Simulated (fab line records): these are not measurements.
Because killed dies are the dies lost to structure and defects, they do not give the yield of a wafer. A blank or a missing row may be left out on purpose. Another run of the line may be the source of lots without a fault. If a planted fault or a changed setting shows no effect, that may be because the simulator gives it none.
A struck lot beside a sound one :: flow sky130 :: 30 steps out of a route of 708
Sound: the wafers L878.1, L878.2, L878.4. Wafers L871.3, L871.4, L871.6 were the ones struck. Last of all comes the cause.
Per side, at each step with rows, come the tool, then ch with its chambers, and then its first start. Under that, the readings that differ: sound wafers :: struck wafers :: difference of the means :: sigmas: that difference in standard deviations of wafers without a fault.
alike: readings whose means differ by less than 2 such deviations, and words and numbers that are the same on both sides. not compared: withheld readings, readings that some wafer has no value for, bounds like >300 that may hide the same value, and numbers for which the record gives no deviation and whose values overlap.
A row with sigmas, a row that says differs or no value, or rows on one side alone: a step with any of these is where the two part. When numbers do not overlap yet have no deviation, they are printed without sigmas and do not part them. Lack of a reading on every wafer of one side parts them only where that side has two or more wafers.

first, 5 steps without rows for these wafers: SKY_SONOS_ONO_COAT_08 (resist thk 1140 nm); SKY_SONOS_ONO_SOFTBAKE_09 (time 60 s); SKY_SONOS_ONO_EXPOSE_10 (exposes mask ONOM, target cd 410 nm); SKY_SONOS_ONO_PEB_11; SKY_SONOS_ONO_DEVELOP_12 (develop time 60 s).
SKY_SONOS_ONO_CD_MEAS_13: the cd target is 410 nm.
  sound: cdSem-02 at day 19 12:38; struck: cdSem-01 at day 16 17:50
  alike: cdNm
SKY_SONOS_ONO_OVL_MEAS_14:
  sound: overlay-01 at day 19 12:46; struck: overlay-02 at day 16 17:55
  alike: SONOS_ONO_OVL
SKY_SONOS_ONO_ETCH_15: etches the open film in CHF3/O2, target depth 19.52 nm, time 7.8 s.
  sound on rieDiel-04 ch 0,2, day 19 12:47; struck on rieDiel-02 ch 0,1,2, day 16 17:56
  alike: drypumpMotorCurrentA, oesProductAu, throttleValvePct
  not compared: rfHoursCounterH
then, 1 step without rows for these wafers: SKY_SONOS_ONO_WET_ETCH_16 (etches SiO2 in dHF, target depth 14 nm, time 280 s).
SKY_SONOS_ONO_STRIP_17: strips in O2/N2.
  sound on plasmaAsher-02 ch 0,1, day 19 12:54; struck on plasmaAsher-04 ch 0,1, day 16 18:05
  alike: drypumpMotorCurrentA, oesProductAu, stripTimeToEndpointS
  not compared: rfHoursCounterH
then, 2 steps without rows for these wafers: SKY_SONOS_ONO_WET_ETCH_18 (etches Si3N4 in H3PO4, target depth 15 nm, time 172 s); SKY_GATE_OXIDE_CLEAN_00 (cleans in SC1/SC2, time 150 s).
SKY_GATE_OXIDE_OXIDATION_01: stabilise 600 s, purge 300 s, target thk 10.268 nm.
  sound on furnace-01 ch 0, day 19 13:07; struck on furnace-01 ch 0, day 16 18:43
reading: spikeTcCentreC (C)
sound: 899.9 900.5 900.2
struck: 891.9 893.6 892.6
difference: -7.5
sigmas: -8

reading: spikeTcLowerC (C)
sound: 899.0 900.5 898.0
struck: 892.8 894.6 891.8
difference: -6.1
sigmas: -6

reading: spikeTcTopC (C)
sound: 910.8 911.6 910.8
struck: 906.7 904.1 906.2
difference: -5.4
sigmas: -4

reading: spikeTcUpperC (C)
sound: 901.6 898.9 904.3
struck: 895.6 896.6 895.8
difference: -5.6
sigmas: -6

reading: tubeCenterTempC (C)
sound: 900.12 899.94 899.97
struck: 893.93 893.82 894.06
difference: -6.07
sigmas: -73

reading: tube_center_temp_C_max
sound: 903.2 902.5 902.8
struck: 897.0 896.1 896.5
difference: -6.3
sigmas: -18

reading: model.SiO2_of_GATE_OXIDE_OXIDATION_01.thkNm (nm)
sound: 9.956 9.872 9.98
struck: 9.858 9.585 9.692
difference: -0.224
sigmas: 
  alike: zonePowerBottomPct, zonePowerCentrePct
SKY_GATE_OXIDE_THK_MEAS_02:
  sound: filmMetro-01 at day 19 14:31; struck: filmMetro-03 at day 16 20:08
  alike: GATE_OXIDE_OXIDATION_00_THK
then, 7 steps without rows for these wafers: SKY_GATE_OXIDE_DEHYDRATE_03 (time 60 s); SKY_GATE_OXIDE_HMDS_04 (prime time 60 s); SKY_GATE_OXIDE_COAT_05 (resist thk 1140 nm); SKY_GATE_OXIDE_SOFTBAKE_06 (time 60 s); SKY_GATE_OXIDE_EXPOSE_07 (exposes mask LVOM, target cd 600 nm); SKY_GATE_OXIDE_PEB_08; SKY_GATE_OXIDE_DEVELOP_09 (develop time 60 s).
SKY_GATE_OXIDE_OVL_MEAS_10:
  sound: overlay-02 at day 20 20:02; struck: overlay-01 at day 18 00:00
  alike: GATE_OXIDE_OVL
then, 2 steps without rows for these wafers: SKY_GATE_OXIDE_IMPLANT_11; SKY_GATE_OXIDE_WET_ETCH_12 (etches SiO2 in dHF, target depth 16.8 nm, time 336 s).
SKY_GATE_OXIDE_STRIP_13: strips in O2/N2.
  sound on plasmaAsher-01 ch 0,1, day 20 20:19; struck on plasmaAsher-01 ch 0,1, day 18 00:19
  alike: drypumpMotorCurrentA, oesProductAu, stripTimeToEndpointS
  not compared: rfHoursCounterH
SKY_GATE_OXIDE_TW_MEAS_14:
  sound: filmMetro-01 at day 20 20:25; struck: filmMetro-01 at day 18 00:24
  alike: GATE_OXIDE_TW
then, 1 step without rows for these wafers: SKY_GATE_OXIDE_CLEAN_15 (cleans in SC1/SC2, time 150 s).
SKY_GATE_OXIDE_OXIDATION_16: stabilise 600 s, purge 300 s, target thk 3.57 nm.
  sound on furnace-02 ch 0, day 20 20:32; struck on furnace-01 ch 0, day 18 07:01
reading: zonePowerCentrePct (%)
sound: 12.6 12.8 12.6
struck: 17.3 17.4 17.2
difference: +4.6
sigmas: +2

reading: model.SiO2_of_GATE_OXIDE_OXIDATION_01.thkNm (nm)
sound: 11.24 11.15 11.26
struck: 11.13 10.94 11.01
difference: -0.19
sigmas: 
  alike: oxTempC, spikeTcCentreC, spikeTcLowerC, spikeTcTopC, spikeTcUpperC, tubeCenterTempC, tube_center_temp_C_max, zonePowerBottomPct
then, 1 step without rows for these wafers: SKY_POLY_GATE_CVD_00 (deposits poly-Si, target thk 180 nm, time 720 s).
-- here the record skips 31 days between the struck wafers' starts before and after, leaving off in module POLY_GATE and picking up in module PAD_OPEN (first step shown: number 708 of the route) --
SKY_PAD_OPEN_PROBE_99:
  sound: prober-02 at day 50 13:54; struck: prober-02 at day 49 03:40
reading: model.etest.pfetG5v0d10v5.rOnOhmUm
sound: 4739 4677 4722
struck: 4644 4570 4534
difference: -130
sigmas: 

reading: model.etest.pfetG5v0d10v5.driveUaUm
sound: 341 351.1 348.8
struck: 352.9 358.4 363.6
difference: +11.3
sigmas: 
  alike: killed_at_M0_to_M3, killed_at_M4_up, killedAtContacts, killedAtFrontEnd, killedAtOther, killedDies, killedOpen, killedShort
  not compared: model.etest.nfet_16v.rOnOhmUm, model.etest.tipSonos.rsOhmSq, model.etest.nfetG5v0d10v5.rOnOhmUm, model.etest.nfetG5v0d10v5.driveUaUm, model.etest.nfet_05v0_nvt.driveUaUm, model.etest.nfet_16v.driveUaUm

WHERE THEY PART
First at SKY_GATE_OXIDE_OXIDATION_01; last, within this record, at SKY_GATE_OXIDE_OXIDATION_16. Later steps at which nothing parts them and some readings are alike: SKY_PAD_OPEN_PROBE_99.

WHY: what had been put in by the simulator
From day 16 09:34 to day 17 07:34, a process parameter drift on furnace-01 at SKY_GATE_OXIDE_OXIDATION_01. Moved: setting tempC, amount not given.
